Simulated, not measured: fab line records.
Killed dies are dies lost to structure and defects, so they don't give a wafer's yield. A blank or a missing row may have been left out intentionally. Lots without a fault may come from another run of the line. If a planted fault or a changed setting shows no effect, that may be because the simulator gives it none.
fab line records	flow sky130
record: lots: 6	wafers: 18	last-day: 50
route steps=708 shown METAL2@495 VIA2@507 PAD_OPEN@708
lots untouched by any fault: they come from a run of this same line in which no faults occurred
start-h: the number of hours between the record's first day and the start of the first shown wafer of the lot	wait-h: hours from the lot's prior step to this one	" as in the row above	L1.1+2: a single row standing in for several wafers	- value missing, or start not given	* or withheld: withheld	< > ~ a bound
route shown NAME@n: names a module that has steps shown in the file, with the first one's number in the route	usual: mean/standard deviation of fault-free wafers	same: alike in all rows	chamber/n: place in a boat	sites: per-site readings	_std_site: standard deviation across them	_edge_site: mean of outer sites minus mean of inner sites	radius-mm: for every site, how far away it sits from the centre of the wafer	mask NAME#n: copy n	behind: the most recent tool/chamber to have shaped the wafer	hold: what put the lot on hold/how long, in hours/how the hold closed	device: transistor that didn't switch, given as n, p or np	end of line: at the end of the route, the tests of the same wafers	a step with no rows: only its recipe	killed: count of dies lost to structure and defects at first sort (not the wafer's yield)	map: dies across one wafer; x = killed, . = not, _ = none there
set.NAME: the setting as run; set.NAME@STEP: as run at that earlier step	model.NAME: the simulator's own value behind a step, which no gauge read
a table for each step, a row for each wafer; lots at some steps of the route
services: a tool's chamber out of use, with start hour (start-h, from the record's first day; less than 0 if before it), hours out, and reason
== steps ==
step: SKY_METAL2_EXPOSE_12
recipe: mask-id: MM2	na: 0.8	source-shape: annular	sigma-inner: 0.55	sigma-outer: 0.85	target-cd-nm: 140	dose-mj: 28
step: SKY_METAL2_PEB_13
recipe: peb-temp-c: withheld	peb-time-s: withheld	resist: KrF-thick
step: SKY_METAL2_DEVELOP_14
recipe: develop-time-s: 60	resist: KrF-thick	dev-temp-c: 21
step: SKY_METAL2_CD_MEAS_15
recipe: target-cd-nm: 140
usual: cd-nm: 139.8/1.4
lot.wafer	tool	chamber	start-h	wait-h	cd-nm
L853.1	cd-sem-02	-	816.32	-	138.2
L853.3	"	-	"	"	139.2
L853.4	"	-	"	"	141.1
L858.4	cd-sem-02	-	854.78	-	138.0
L858.5	"	-	"	"	138.3
L858.6	"	-	"	"	140.5
L865.2	cd-sem-01	-	960.41	-	140.2
L865.5	"	-	"	"	139.5
L865.6	"	-	"	"	140.0
L866.1	cd-sem-02	-	962.52	-	142.0
L866.2	"	-	"	"	141.0
L866.5	"	-	"	"	141.5
L871.3	cd-sem-02	-	965.36	-	141.1
L871.5	"	-	"	"	140.2
L871.6	"	-	"	"	141.8
L873.1	cd-sem-01	-	967.09	-	141.9
L873.5	"	-	"	"	141.3
L873.6	"	-	"	"	141.2
step: SKY_METAL2_OVL_MEAS_16
usual: METAL2_OVL: -4/4.7
lot.wafer	tool	chamber	start-h	wait-h	METAL2_OVL[nm]
L853.1	overlay-02	-	816.44	0.1	-1
L853.3	"	-	"	"	-4
L853.4	"	-	"	"	6
L858.4	overlay-01	-	854.85	0.1	6
L858.5	"	-	"	"	2
L858.6	"	-	"	"	-7
L865.2	overlay-01	-	960.52	0.1	2
L865.5	"	-	"	"	1
L865.6	"	-	"	"	-2
L866.1	overlay-02	-	962.64	0.1	-2
L866.2	"	-	"	"	0
L866.5	"	-	"	"	-4
L871.3	overlay-02	-	965.45	0.1	-11
L871.5	"	-	"	"	-12
L871.6	"	-	"	"	-7
L873.1	overlay-02	-	967.21	0.1	2
L873.5	"	-	"	"	1
L873.6	"	-	"	"	3
step: SKY_METAL2_DESCUM_17
recipe: chemistry: O2	source-power-w: 150	bias-power-w: 0	pressure-mtorr: 10	temp-c: 40	time-s: 8
usual: chamber-pressure-mTorr: 10.000/0.01	drypump-motor-current-A: 5.9/0.49	oes-product-au: 1.000/0.0084
lot.wafer	tool	chamber	start-h	wait-h	chamber-pressure-mTorr	drypump-motor-current-A	oes-product-au	rf-hours-counter-h
L853.1	rie-metal-03	1	816.47	0.0	10.004	5.1	1.020	6
L853.3	"	1	"	"	9.997	5.1	1.010	-
L853.4	"	0	"	"	9.986	6.0	0.998	-
L858.4	rie-metal-01	0	854.88	0.0	9.999	6.4	0.992	-
L858.5	"	1	"	"	10.004	6.3	0.993	-
L858.6	"	0	"	"	9.999	6.4	0.994	-
L865.2	rie-metal-03	1	960.55	0.0	10.005	5.1	1.005	14
L865.5	"	1	"	"	9.997	5.1	1.020	-
L865.6	"	0	"	"	9.991	6.0	0.995	-
L866.1	rie-metal-01	1	962.68	0.0	10.003	6.3	1.007	13
L866.2	"	0	"	"	10.008	6.5	1.001	19
L866.5	"	0	"	"	9.989	6.5	0.999	-
L871.3	rie-metal-03	0	965.49	0.0	9.999	6.0	0.986	-
L871.5	"	0	"	"	10.003	6.0	0.987	-
L871.6	"	1	"	"	10.012	5.1	1.014	-
L873.1	rie-metal-02	1	967.25	0.0	10.001	5.7	0.999	7
L873.5	"	1	"	"	9.998	5.7	0.989	-
L873.6	"	0	"	"	9.982	5.8	1.002	-
step: SKY_METAL2_ETCH_18
recipe: chemistry: N2/H2	target: BARC	ion-energy-ev: 200	bias-w: 100	pressure-mtorr: 30	n2-flow-sccm: 100	h2-flow-sccm: 200	icp-w: 500	stop-on: SiO2	time-s: 45.9	target-depth-a: 600
usual: chamber-pressure-mTorr: 30.000/0.027	drypump-motor-current-A: 5.9/0.49	oes-product-au: 0.856/0.0045	throttle-valve-pct: 13.225/0.0099
lot.wafer	tool	chamber	start-h	wait-h	chamber-pressure-mTorr	drypump-motor-current-A	oes-product-au	rf-hours-counter-h	throttle-valve-pct
L853.1	rie-metal-03	1	816.50	0.0	29.978	5.2	0.854	6	13.237
L853.3	"	1	"	"	29.995	5.1	0.859	-	13.241
L853.4	"	0	"	"	29.976	6.0	0.856	-	13.246
L858.4	rie-metal-01	0	854.93	0.0	30.002	6.5	0.848	-	13.225
L858.5	"	1	"	"	30.033	6.4	0.854	-	13.217
L858.6	"	0	"	"	29.928	6.5	0.860	-	13.230
L865.2	rie-metal-03	1	960.59	0.0	29.983	5.1	0.857	14	13.223
L865.5	"	1	"	"	29.987	5.1	0.857	-	13.239
L865.6	"	0	"	"	29.963	6.0	0.859	-	13.225
L866.1	rie-metal-01	1	962.71	0.0	30.045	6.4	0.846	14	13.225
L866.2	"	0	"	"	29.989	6.5	0.860	19	13.235
L866.5	"	0	"	"	30.020	6.5	0.858	-	13.235
L871.3	rie-metal-03	0	965.54	0.0	30.019	6.0	0.851	-	13.222
L871.5	"	0	"	"	29.994	6.0	0.853	-	13.228
L871.6	"	1	"	"	30.016	5.1	0.857	-	13.232
L873.1	rie-metal-02	1	967.28	0.0	30.013	5.7	0.856	7	13.221
L873.5	"	1	"	"	29.964	5.7	0.860	-	13.214
L873.6	"	0	"	"	30.040	5.8	0.858	-	13.236
step: SKY_METAL2_METAL_ETCH_19
recipe: target-depth-a: 3600	stop-on: SiO2	over-etch-frac: 0.3	time-s: 78	chemistry: Cl2/BCl3	resist-sidewall-deg: 88	pressure-mtorr: 10	icp-w: 900	bias-w: 48.5	Cl2_flow_sccm: 60	bcl3-flow-sccm: 30
usual: bcl3-flow-sccm: 30.00/0.091	chamber-pressure-mTorr: 10.001/0.0079	drypump-motor-current-A: 5.9/0.48	oes-product-au: 0.854/0.005	throttle-valve-pct: 22.264/0.0098
lot.wafer	tool	chamber	start-h	wait-h	bcl3-flow-sccm	chamber-pressure-mTorr	drypump-motor-current-A	oes-product-au	rf-hours-counter-h	throttle-valve-pct
L853.1	rie-metal-03	1	816.57	0.0	30.05	9.989	5.1	0.851	6	22.267
L853.3	"	1	"	"	30.05	9.992	5.1	0.848	-	22.260
L853.4	"	0	"	"	30.20	9.996	6.0	0.848	-	22.251
L858.4	rie-metal-01	0	855.00	0.1	29.97	10.005	6.5	0.861	-	22.278
L858.5	"	1	"	"	30.10	9.999	6.3	0.857	-	22.263
L858.6	"	0	"	"	29.92	10.010	6.5	0.865	-	22.263
L865.2	rie-metal-03	1	960.68	0.1	29.93	9.999	5.1	0.858	14	22.259
L865.5	"	1	"	"	29.95	10.002	5.1	0.849	-	22.256
L865.6	"	0	"	"	30.09	9.990	6.0	0.860	-	22.259
L866.1	rie-metal-01	1	962.78	0.0	30.11	10.011	6.3	0.852	14	22.272
L866.2	"	0	"	"	29.92	9.988	6.5	0.857	19	22.275
L866.5	"	0	"	"	29.90	10.008	6.5	0.853	-	22.264
L871.3	rie-metal-03	0	965.64	0.1	29.88	10.004	6.0	0.847	-	22.261
L871.5	"	0	"	"	29.91	10.009	6.0	0.852	-	22.268
L871.6	"	1	"	"	30.23	10.002	5.1	0.853	-	22.285
L873.1	rie-metal-02	1	967.34	0.0	29.97	10.010	5.7	0.856	7	22.246
L873.5	"	1	"	"	30.02	10.009	5.7	0.857	-	22.271
L873.6	"	0	"	"	29.93	10.006	5.8	0.861	-	22.282
step: SKY_METAL2_STRIP_20
recipe: chemistry: O2/N2	power-w: 1400	pressure-mtorr: 1500	platen-temp-c: withheld	o2-flow-sccm: 3000	n2-flow-sccm: 300	overash-fraction: 0.5
usual: chamber-pressure-mTorr: 1499.9/1.3	drypump-motor-current-A: 5.7/0.46	oes-product-au: 0.343/0.0048	strip-time-to-endpoint-s: 2.71/0.035
lot.wafer	tool	chamber	start-h	wait-h	chamber-pressure-mTorr	drypump-motor-current-A	oes-product-au	rf-hours-counter-h	strip-time-to-endpoint-s
L853.1	plasma-asher-03	0	816.66	0.1	1498.1	5.2	0.338	71	2.68
L853.3	"	0	"	"	1499.6	5.2	0.343	-	2.68
L853.4	"	1	"	"	1500.3	5.4	0.341	-	2.73
L858.4	plasma-asher-01	0	855.09	0.1	1500.0	6.6	0.336	-	2.76
L858.5	"	0	"	"	1501.4	6.6	0.353	-	2.73
L858.6	"	1	"	"	1500.9	5.3	0.343	-	2.73
L865.2	plasma-asher-02	1	960.80	0.1	1500.7	5.8	0.338	22	2.65
L865.5	"	0	"	"	1502.8	6.0	0.335	-	2.65
L865.6	"	1	"	"	1499.1	5.8	0.340	-	2.71
L866.1	plasma-asher-02	0	962.87	0.1	1500.0	6.0	0.344	22	2.70
L866.2	"	1	"	"	1500.0	5.8	0.332	22	2.72
L866.5	"	0	"	"	1500.4	6.0	0.342	-	2.70
L871.3	plasma-asher-02	0	965.75	0.1	1500.9	6.0	0.348	-	2.74
L871.5	"	0	"	"	1499.4	6.0	0.342	-	2.73
L871.6	"	1	"	"	1498.5	5.8	0.341	-	2.67
L873.1	plasma-asher-02	0	967.43	0.1	1498.5	6.0	0.343	22	2.73
L873.5	"	1	"	"	1498.7	5.8	0.344	-	2.71
L873.6	"	0	"	"	1501.7	6.0	0.345	-	2.72
step: SKY_METAL2_STRIP_21
recipe: chemistry: post-etch-residue-remover	time-s: 1200	temp-c: 72.5
step: SKY_METAL2_CLEAN_22
recipe: chemistry: IPA	time-s: 180	temp-c: 25
step: SKY_METAL2_CLEAN_23
recipe: chemistry: O3/DIW	dry: n2-spin
step: SKY_VIA2_HDPCVD_00
recipe: material: SiO2	target-thk-nm: 1180	sigma-open-frac: 0.3	time-s: 196.7	temp-c: 400	sih4-flow-sccm: 60	pressure-mtorr: 6
usual: sih4-flow-sccm: 60.02/0.17
lot.wafer	tool	chamber	start-h	wait-h	sih4-flow-sccm	model.SiO2_of_VIA2_HDPCVD_00.thk-nm
L853.1	hdpcvd-02	1	817.25	0.0	60.09	1173
L853.3	"	0	"	"	60.22	1185
L853.4	"	1	"	"	60.04	1172
L858.4	hdpcvd-01	0	855.75	0.1	60.04	1172
L858.5	"	1	"	"	60.21	1172
L858.6	"	2	"	"	60.24	1180
L865.2	hdpcvd-02	1	961.39	0.0	59.98	1198
L865.5	"	0	"	"	60.09	1208
L865.6	"	2	"	"	48.03	966.9
L866.1	hdpcvd-02	2	963.46	0.0	48.28	952.7
L866.2	"	1	"	"	59.81	1174
L866.5	"	0	"	"	60.01	1185
L871.3	hdpcvd-01	2	966.33	0.0	60.12	1166
L871.5	"	1	"	"	59.76	1166
L871.6	"	2	"	"	59.95	1163
L873.1	hdpcvd-01	0	968.06	0.0	59.99	1175
L873.5	"	1	"	"	60.32	1164
L873.6	"	2	"	"	59.79	1177
step: SKY_VIA2_THK_MEAS_01
recipe: reads: SiO2_of_VIA2_HDPCVD_00
usual: VIA2_HDPCVD_THK: 1184/12
lot.wafer	tool	chamber	start-h	wait-h	VIA2_HDPCVD_THK[nm]
L853.1	film-metro-01	-	817.37	0.1	1173
L853.3	"	-	"	"	1185
L853.4	"	-	"	"	1172
L858.4	film-metro-02	-	855.84	0.0	1171
L858.5	"	-	"	"	1172
L858.6	"	-	"	"	1180
L865.2	film-metro-02	-	961.52	0.1	1197
L865.5	"	-	"	"	1208
L865.6	"	-	"	"	967
L866.1	film-metro-01	-	963.58	0.1	953
L866.2	"	-	"	"	1175
L866.5	"	-	"	"	1185
L871.3	film-metro-02	-	966.47	0.1	1166
L871.5	"	-	"	"	1166
L871.6	"	-	"	"	1163
L873.1	film-metro-01	-	968.18	0.1	1174
L873.5	"	-	"	"	1165
L873.6	"	-	"	"	1177
step: SKY_VIA2_CMP_02
recipe: material: SiO2	down-force-psi: 4	platen-rpm: 60	pad-velocity-m-s: 0.94248
usual: motor-current-A: 12.4/1.3
lot.wafer	tool	chamber	start-h	wait-h	motor-current-A
L853.1	cmp-02	1	817.48	0.1	12.7
L853.4	"	2	"	"	11.1
L853.3	"	3	"	"	14.9
L858.4	cmp-02	0	855.92	0.1	12.4
L858.5	"	3	"	"	13.3
L858.6	"	0	"	"	11.8
L865.2	cmp-01	0	961.62	0.1	13.2
L865.6	"	3	"	"	11.8
L865.5	"	0	"	"	13.4
L866.2	cmp-01	3	963.69	0.1	11.5
L866.1	"	1	"	"	12.4
L866.5	"	2	"	"	10.5
L871.3	cmp-02	2	966.87	0.4	11.0
L871.6	"	2	"	"	11.7
L871.5	"	3	"	"	14.9
L873.1	cmp-01	1	968.29	0.1	12.3
L873.5	"	1	"	"	12.4
L873.6	"	2	"	"	11.0
step: SKY_PAD_OPEN_PROBE_99
usual: defect-limited-yield: 82.3/2	killed_at_M0_to_M3: 44/7.9	killed_at_M4_up: 3.1/1.9	killed-at-contacts: 24/4.6	killed-at-front-end: 16/4.9	killed-at-other: 0.3/0.6	killed-dies: 87/9.7	killed-open: 48/7.2	killed-short: 39/5.6	sort_bin_3_pad_short: 0.8/0.47	sort_bin_5_function: 10.4/1.5	sort_bin_6_memory: 6.5/1.1	sort-n-pass: 405/9.7	sort-yield-pct: 82.3/2
same: gross-dies: 492	killed-at-back-side: 0	sort_bin_4_leakage[%]: 0	sort_bin_8_speed[%]: 0
lot.wafer	tool	chamber	start-h	wait-h	defect-limited-yield[%]	killed_at_M0_to_M3	killed_at_M4_up	killed-at-contacts	killed-at-front-end	killed-at-other	killed-dies	killed-open	killed-short	sort_bin_3_pad_short[%]	sort_bin_5_function[%]	sort_bin_6_memory[%]	sort-n-pass	sort-yield-pct[%]
L858.4	prober-01	-	1101.53	0.2	82.3	37	3	23	23	1	87	49	38	1.2	10.6	5.9	405	82.3
L858.5	prober-01	-	1101.58	0.2	81.1	58	6	16	13	0	93	51	42	1.2	10.6	7.1	399	81.1
L858.6	prober-01	-	1101.63	0.2	81.3	49	5	20	18	0	92	48	44	1.0	11.4	6.3	400	81.3
L866.1	prober-01	-	1184.51	0.1	83.7	33	0	24	23	0	80	42	38	1.0	10.0	5.3	412	83.7
L866.2	prober-01	-	1184.56	0.1	77.0	53	2	28	30	0	113	62	51	2.6	11.6	8.7	379	77.0
L866.5	prober-01	-	1184.71	0.2	82.9	41	5	22	16	0	84	49	35	1.6	11.0	4.5	408	82.9
L871.3	prober-02	-	1189.33	0.2	81.3	49	3	27	12	1	92	55	36	1.0	11.2	6.5	400	81.3
L871.5	prober-02	-	1189.43	0.2	81.7	45	4	26	14	1	90	42	48	0.8	9.8	7.7	402	81.7
L871.6	prober-02	-	1189.48	0.2	82.3	34	2	28	23	0	87	41	45	1.2	10.0	6.5	405	82.3
killed by level:class
L858.4 CONTACT:geometric-particle:open=10 FIELD_ISO:geometric-particle:short=7 METAL1:geometric-particle:short=7 VIA1:geometric-particle:open=7 LI_CONTACT:geometric-particle:open=6 VIA2:geometric-particle:open=6 POLY_GATE:geometric-particle:open=5 VIA3:geometric-particle:open=5
L858.5 VIA2:geometric-particle:open=10 VIA1:geometric-particle:open=9 VIA3:geometric-particle:open=9 VIA1:geometric-particle:short=7 LI_CONTACT:geometric-particle:open=6 METAL4:geometric-particle:short=6 CONTACT:geometric-particle:open=5 METAL1:geometric-particle:short=5
L858.6 VIA1:geometric-particle:open=9 POLY_GATE:geometric-particle:open=8 CONTACT:geometric-particle:open=7 VIA2:geometric-particle:open=7 VIA2:geometric-particle:short=6 CONTACT:geometric-particle:short=5 VIA1:geometric-particle:short=5 VIA3:geometric-particle:short=5
L866.1 CONTACT:geometric-particle:open=10 FIELD_ISO:geometric-particle:open=6 VIA3:geometric-particle:open=6 LOCAL_INTERCONNECT:geometric-particle:short=6 VIA1:geometric-particle:open=6 POLY_GATE:geometric-particle:short=5 LI_CONTACT:geometric-particle:open=5 METAL2:geometric-particle:short=5
L866.2 VIA1:geometric-particle:open=13 CONTACT:geometric-particle:open=9 POLY_GATE:geometric-particle:open=8 METAL1:geometric-particle:short=8 FIELD_ISO:geometric-particle:open=7 POLY_GATE:geometric-particle:short=7 LI_CONTACT:geometric-particle:open=7 LOCAL_INTERCONNECT:geometric-particle:short=6
L866.5 VIA1:geometric-particle:open=17 LI_CONTACT:geometric-particle:open=8 CONTACT:geometric-particle:open=7 METAL1:geometric-particle:short=5 FIELD_ISO:geometric-particle:open=4 FIELD_ISO:geometric-particle:short=4 POLY_GATE:geometric-particle:open=4 LOCAL_INTERCONNECT:geometric-particle:short=4
L871.3 CONTACT:geometric-particle:open=14 VIA1:geometric-particle:open=8 VIA3:geometric-particle:open=7 POLY_GATE:geometric-particle:open=5 LI_CONTACT:geometric-particle:open=5 METAL1:geometric-particle:short=5 VIA1:geometric-particle:short=5 METAL1:geometric-particle:open=4
L871.5 CONTACT:geometric-particle:open=10 METAL2:geometric-particle:short=10 METAL1:geometric-particle:short=8 LI_CONTACT:geometric-particle:open=6 VIA3:geometric-particle:open=6 CONTACT:geometric-particle:short=5 VIA1:geometric-particle:open=5 FIELD_ISO:geometric-particle:open=4
L871.6 CONTACT:geometric-particle:open=10 POLY_GATE:geometric-particle:open=9 FIELD_ISO:geometric-particle:short=8 CONTACT:geometric-particle:short=8 METAL1:geometric-particle:short=6 VIA3:geometric-particle:short=6 LI_CONTACT:geometric-particle:open=5 VIA1:geometric-particle:open=5
== services ==
tool	chamber	start-h	hours	kind
cmp-02	-	798.91	0.6	repair
rie-metal-03	0	823.52	9.1	repair
rie-metal-03	-	832.23	2.8	pm
cmp-01	-	839.57	1.1	repair
cmp-01	-	840.69	5.2	pm
rie-metal-03	0	846.88	17.2	repair
rie-metal-02	-	852.24	1.1	repair
hdpcvd-02	-	879.38	2.8	pm
hdpcvd-01	-	883.00	0.3	repair
plasma-asher-02	-	897.87	4.4	repair
cmp-02	-	899.82	3.9	pm
cmp-02	-	905.68	2.5	repair
hdpcvd-01	-	906.48	2.5	repair
cmp-01	-	912.17	4.0	pm
cmp-01	-	921.82	3.0	repair
cmp-01	-	937.85	4.6	repair
hdpcvd-01	1	943.21	12.6	repair
cmp-01	-	944.60	2.8	repair
cmp-01	-	947.39	0.7	repair
rie-metal-01	1	948.92	1.2	repair
hdpcvd-01	-	950.25	15.0	pm
cmp-01	-	964.64	3.0	repair
rie-metal-03	1	966.74	4.3	repair
plasma-asher-02	-	967.79	1.1	repair
== key ==
first-sign: step: SKY_VIA2_HDPCVD_00	reading: sih4-flow-sccm	direction: down	sigmas: 69	usual: 60.02	struck: 48.16
effect: step: SKY_VIA2_THK_MEAS_01	reading: VIA2_HDPCVD_THK	direction: down	sigmas: 19	usual: 1184	struck: 960
model-effect: step: SKY_VIA2_HDPCVD_00	value: SiO2_of_VIA2_HDPCVD_00.thk-nm	without: 1196	struck: 959.8
met-at SKY_VIA2_HDPCVD_00
struck-wafers L865.6,L866.1
fault: kind: process-parameter-drift	tool: hdpcvd-02	chamber: 2	onset-h: 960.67	steps: SKY_VIA2_HDPCVD_00	channel: sih4-flow-sccm	offset: -12	shape: step	end-h: 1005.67	acts-in: these-recipes-only	stated: 60
